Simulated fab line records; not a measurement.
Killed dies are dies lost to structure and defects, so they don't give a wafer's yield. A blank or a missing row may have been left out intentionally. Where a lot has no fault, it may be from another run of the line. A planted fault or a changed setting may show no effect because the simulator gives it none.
A lot that was struck, set against a sound lot || flow sky130 || 34 out of 708 route steps
Sound: the wafers L222.3, L222.5, L222.6. Struck: wafers L226.1, L226.4, L226.6. At the end, the cause is stated.
Each step with rows lists, per side, the tool, then ch with its chambers, then its first start. Under that, the readings that differ: sound wafers || struck wafers || difference of the means || sigmas: that difference in standard deviations of wafers without a fault.
alike: same words and numbers on both sides, and readings whose means sit less than 2 such deviations apart. not compared: any withheld reading, any reading some wafer has no value for, any bound like >300 that may hide the same value, and any number with overlapping values for which the record gives no deviation.
A row with sigmas, a row that says differs or no value, or rows on one side alone: a step with any of these is where the two part. Numbers that have no deviation but don't overlap get no sigmas and don't part them. A reading that every wafer of one side lacks parts them only if that side has two wafers or more.

first, 4 steps without rows for these wafers: SKY_VT_ADJUST_LVTN_SOFTBAKE_14 (time 60 s); SKY_VT_ADJUST_LVTN_EXPOSE_15 (exposes mask HVN STD DERIVED, target cd 600 nm); SKY_VT_ADJUST_LVTN_PEB_16; SKY_VT_ADJUST_LVTN_DEVELOP_17 (develop time 60 s).
SKY_VT_ADJUST_LVTN_OVL_MEAS_18:
  sound on overlay-02, day 10 03:01; struck on overlay-02, day 11 08:16
  alike: VT_ADJUST_LVTN_01_OVL
then, 1 step without rows for these wafers: SKY_VT_ADJUST_LVTN_IMPLANT_19.
SKY_VT_ADJUST_LVTN_STRIP_20: strips in O2/N2.
  sound on plasmaAsher-02 ch 0,1, day 10 03:13; struck on plasmaAsher-03 ch 0,1, day 11 08:27
  alike: drypumpMotorCurrentA, n2FlowSccm, oesProductAu, stripTimeToEndpointS
  not compared: rfHoursCounterH
SKY_VT_ADJUST_LVTN_TW_MEAS_21:
  sound on filmMetro-01, day 10 03:19; struck on filmMetro-04, day 11 08:33
  alike: VT_ADJUST_LVTN_2_TW
then, 4 steps without rows for these wafers: SKY_VT_ADJUST_NCORE_DEHYDRATE_00 (time 60 s); SKY_VT_ADJUST_NCORE_HMDS_01 (prime time 60 s); SKY_VT_ADJUST_NCORE_COAT_02 (resist thk 1140 nm); SKY_VT_ADJUST_NCORE_SOFTBAKE_03 (time 60 s).
SKY_VT_ADJUST_NCORE_EXPOSE_04: exposes mask LVTN COMPLEMENT THIN, target cd 380 nm.
  sound on ilineStepper-02 ch 0, day 10 14:45; struck on ilineStepper-01 ch 0, day 11 20:37
{"reading": "mask", "sound": "LVTN_COMPLEMENT_THIN#0 LVTN_COMPLEMENT_THIN#0 LVTN_COMPLEMENT_THIN#0", "struck": "HVTRM#0 HVTRM#0 HVTRM#0", "difference": "differs", "sigmas": ""}
then, 2 steps without rows for these wafers: SKY_VT_ADJUST_NCORE_PEB_05; SKY_VT_ADJUST_NCORE_DEVELOP_06 (develop time 60 s).
SKY_VT_ADJUST_NCORE_CD_MEAS_07: the cd target is 380 nm.
  sound on cdSem-02, day 11 02:01; struck on cdSem-02, day 12 08:02
{"reading": "cdNm (nm)", "sound": "380.3 377.5 380.4", "struck": "- - -", "difference": "no value on the struck wafers", "sigmas": ""}
SKY_VT_ADJUST_NCORE_OVL_MEAS_08:
  sound on overlay-02, day 11 02:07; struck on overlay-02, day 12 08:10
{"reading": "VT_ADJUST_NCORE_OVL (nm)", "sound": "-0.3 0.3 -0.4", "struck": "- - -", "difference": "no value on the struck wafers", "sigmas": ""}
then, 1 step without rows for these wafers: SKY_VT_ADJUST_NCORE_IMPLANT_09.
SKY_VT_ADJUST_NCORE_STRIP_10: strips in O2/N2.
  sound on plasmaAsher-04 ch 0,1, day 11 02:19; struck on plasmaAsher-01 ch 0,1, day 12 08:21
  alike: drypumpMotorCurrentA, n2FlowSccm, oesProductAu, stripTimeToEndpointS
  not compared: rfHoursCounterH
SKY_VT_ADJUST_NCORE_TW_MEAS_11:
  sound on filmMetro-04, day 11 02:24; struck on filmMetro-03, day 12 08:27
{"reading": "VT_ADJUST_NCORE_TW", "sound": "221.5 221.8 223.0", "struck": "30.3 30.3 30.1", "difference": -191.9, "sigmas": "-99 or more"}
then, 7 steps without rows for these wafers: SKY_VT_ADJUST_HVTR_DEHYDRATE_00 (time 60 s); SKY_VT_ADJUST_HVTR_HMDS_01 (prime time 60 s); SKY_VT_ADJUST_HVTR_COAT_02 (resist thk 1140 nm); SKY_VT_ADJUST_HVTR_SOFTBAKE_03 (time 60 s); SKY_VT_ADJUST_HVTR_EXPOSE_04 (exposes mask HVTRM, target cd 380 nm); SKY_VT_ADJUST_HVTR_PEB_05; SKY_VT_ADJUST_HVTR_DEVELOP_06 (develop time 60 s).
SKY_VT_ADJUST_HVTR_CD_MEAS_07: the cd target is 380 nm.
  sound on cdSem-02, day 12 02:32; struck on cdSem-01, day 13 08:45
  alike: cdNm
SKY_VT_ADJUST_HVTR_OVL_MEAS_08:
  sound on overlay-01, day 12 02:38; struck on overlay-02, day 13 08:52
  alike: VT_ADJUST_HVTR_OVL
then, 1 step without rows for these wafers: SKY_VT_ADJUST_HVTR_IMPLANT_09.
SKY_VT_ADJUST_HVTR_STRIP_10: strips in O2/N2.
  sound on plasmaAsher-03 ch 0,1, day 12 02:50; struck on plasmaAsher-03 ch 0,1, day 13 09:04
  alike: drypumpMotorCurrentA, n2FlowSccm, oesProductAu, stripTimeToEndpointS
  not compared: rfHoursCounterH
SKY_VT_ADJUST_HVTR_TW_MEAS_11:
  sound on filmMetro-04, day 12 02:55; struck on filmMetro-02, day 13 09:10
{"reading": "VT_ADJUST_HVTR_TW", "sound": "215.5 215.1 214.6", "struck": "264.0 265.3 265.3", "difference": "+49.8", "sigmas": "+38"}
then, 1 step without rows for these wafers: SKY_VT_ADJUST_PCH_DEHYDRATE_00 (time 60 s).
-- record jumps: 35 days separate the struck wafers' starts on either side; left off in module VT_ADJUST_PCH, taken up again in module PAD_OPEN, whose first shown step is the route's number 708 --
SKY_PAD_OPEN_PROBE_99:
  sound on prober-02, day 47 22:02; struck on prober-02, day 48 19:46
{"reading": "killedAtFrontEnd", "sound": "17 17 21", "struck": "420 424 418", "difference": "+402", "sigmas": "+79"}
{"reading": "killedDies", "sound": "93 91 109", "struck": "492 492 492", "difference": "+394", "sigmas": "+39"}
{"reading": "killedOnRim", "sound": "20 15 19", "struck": "96 96 96", "difference": "+78", "sigmas": "+22"}
{"reading": "model.etest.pfet_16v.rOnOhmUm", "sound": "1.513e+04 1.514e+04 1.517e+04", "struck": "1.818e+04 1.794e+04 1.802e+04", "difference": "+2.900e+03", "sigmas": ""}
{"reading": "model.etest.nfet_16v.rOnOhmUm", "sound": "1.399e+04 1.413e+04 1.402e+04", "struck": "1.111e+04 1.117e+04 1.121e+04", "difference": -2.883e+03, "sigmas": ""}
{"reading": "model.etest.pfetG5v0d10v5.rOnOhmUm", "sound": "4836 4779 4711", "struck": "5945 5940 5971", "difference": "+1177", "sigmas": ""}
{"reading": "model.etest.tipP.rsOhmSq", "sound": "6900 6871 6808", "struck": "7719 7769 7710", "difference": "+873", "sigmas": ""}
{"reading": "model.etest.pfet_01v8.rOnOhmUm", "sound": "2938 2960 2963", "struck": "3355 3470 3468", "difference": "+477", "sigmas": ""}
{"reading": "model.etest.resPwellUnderGate.rsOhmSq", "sound": "2282 2282 2278", "struck": "2600 2606 2610", "difference": "+325", "sigmas": ""}
{"reading": "model.etest.nfetG5v0d10v5.rOnOhmUm", "sound": "1863 1874 1861", "struck": "1571 1594 1574", "difference": -286, "sigmas": ""}
{"reading": "model.etest.tip_p_5v.rsOhmSq", "sound": "2868 2846 2855", "struck": "3051 3040 3034", "difference": "+185", "sigmas": ""}
  alike: killed_at_M0_to_M3, killed_at_M4_up, killedAtContacts, killedAtOther, killedOpen, killedShort

WHERE THEY PART
First at SKY_VT_ADJUST_NCORE_EXPOSE_04; last, within this record, at SKY_PAD_OPEN_PROBE_99.

WHY: what the simulator had put in
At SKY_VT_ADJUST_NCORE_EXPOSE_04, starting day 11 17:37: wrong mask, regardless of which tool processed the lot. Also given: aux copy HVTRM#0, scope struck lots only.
